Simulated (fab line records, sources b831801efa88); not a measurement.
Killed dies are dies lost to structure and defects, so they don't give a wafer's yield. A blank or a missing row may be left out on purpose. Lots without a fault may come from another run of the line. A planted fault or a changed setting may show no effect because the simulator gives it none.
Split-lot experiment | flow sfq_line | 5 lots, 23 wafers read, on a route of 325 steps

THE SPLIT
At SFQ_TRILAYER_I7_VIA_LITHO_PEB_190 (peb time 60 s), the setting peb_time_s was moved away from the recipe's 60 s on 7 of the 23 wafers read, by -12.4% to -5.8%. The other wafers ran this setting at the recipe's value.

FROM THE SPLIT TO THE READING: what the file shows between them, 1 step
- SFQ_TRILAYER_I7_VIA_LITHO_DEVELOP_189: time 60 s

THE READING
I7.cd_nm (the simulator's own value, which no gauge read), in nm, at SFQ_TRILAYER_I7_VIA_BARC_OPEN_VIA_ETCH_260 (etches BARC in O2, target depth 125 nm, time 41.7 s). The file gives no usual value for it. The 16 wafers here that ran the recipe average 999.6 nm, standard deviation 1.2 nm.

wafer  | tool, chamber at the split | peb_time_s as run, s | against the recipe | I7.cd_nm, nm | against lot-mates on the recipe
L075.2 | litho_track-04, 0          | 56.5                 | -5.8%              | 989.8        | -8.4
L075.3 | litho_track-04, 0          | 60                   | recipe             | 998.9        | -
L075.4 | litho_track-04, 0          | 56.5                 | -5.8%              | 988.4        | -9.8
L075.5 | litho_track-04, 0          | 60                   | recipe             | 998.4        | -
L075.6 | litho_track-04, 0          | 60                   | recipe             | 997.2        | -
L076.1 | litho_track-04, 0          | 60                   | recipe             | 1000         | -
L076.2 | litho_track-04, 0          | 53.9                 | -10.2%             | 986.2        | -14.3
L076.3 | litho_track-04, 0          | 60                   | recipe             | 1001         | -
L076.4 | litho_track-04, 0          | 53.9                 | -10.2%             | 984.8        | -15.7
L076.5 | litho_track-04, 0          | 53.9                 | -10.2%             | 984.2        | -16.3
L080.1 | litho_track-02, 0          | 52.53                | -12.4%             | 977.2        | -21.4
L080.2 | litho_track-02, 0          | 52.53                | -12.4%             | 979.7        | -18.9
L080.3 | litho_track-02, 0          | 60                   | recipe             | 998.7        | -
L080.4 | litho_track-02, 0          | 60                   | recipe             | 998.6        | -
L080.5 | litho_track-02, 0          | 60                   | recipe             | 998.5        | -
L082.1 | litho_track-04, 0          | 60                   | recipe             | 1001         | -
L082.5 | litho_track-04, 0          | 60                   | recipe             | 1001         | -
L082.3 | litho_track-04, 0          | 60                   | recipe             | 1000         | -
L082.6 | litho_track-04, 0          | 60                   | recipe             | 1000         | -
L082.4 | litho_track-04, 0          | 60                   | recipe             | 1002         | -
L085.1 | litho_track-03, 0          | 60                   | recipe             | 998.8        | -
L085.2 | litho_track-03, 0          | 60                   | recipe             | 999.5        | -
L085.6 | litho_track-03, 0          | 60                   | recipe             | 999.8        | -

THE FIT
A straight line over all 23 wafers: I7.cd_nm changes by +1.58 nm for each +1% of peb_time_s; r = +0.98; the points scatter about the line by 1.5 nm.
The same after taking each lot's own level away (the mean of its wafers on the recipe; 23 wafers): +1.57 nm for each +1%; r = +0.99; scatter 0.79 nm.
On that fit, the largest move of peb_time_s shifts the reading by 20 nm.
The lots' own levels span 998.17 to 1000.80 nm, that is 2.2 times the standard deviation above.
So the lot-to-lot level changes the slope little: the two slopes agree.
Check: with one of the wafers moved furthest among these (-12.4%) left out of the fit, the line predicts -19 nm for it against its lot-mates. It came out at -21.4 nm against them.

OTHER SPLITS ON THESE WAFERS
These wafers also went through other splits before the reading. Each is held against what the fit with the lots' levels taken away leaves over:
other split on the same wafers                    | wafers away from the commonest value | r with I7.cd_nm (lot level and that fit taken away)
SFQ_TRILAYER_I6_VIA_BARC_OPEN_VIA_ETCH_235 time_s | 11                                   | +0.13
SFQ_TRILAYER_M7_LITHO_COAT_182 spin_rpm           | 8                                    | +0.10
SFQ_TRILAYER_M7_ETCH_METAL_ETCH_180 icp_w         | 10                                   | -0.22

THE FILE'S OWN FIT
I7.cd_nm changes by +1.57 nm for each +1% of peb_time_s, r = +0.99.
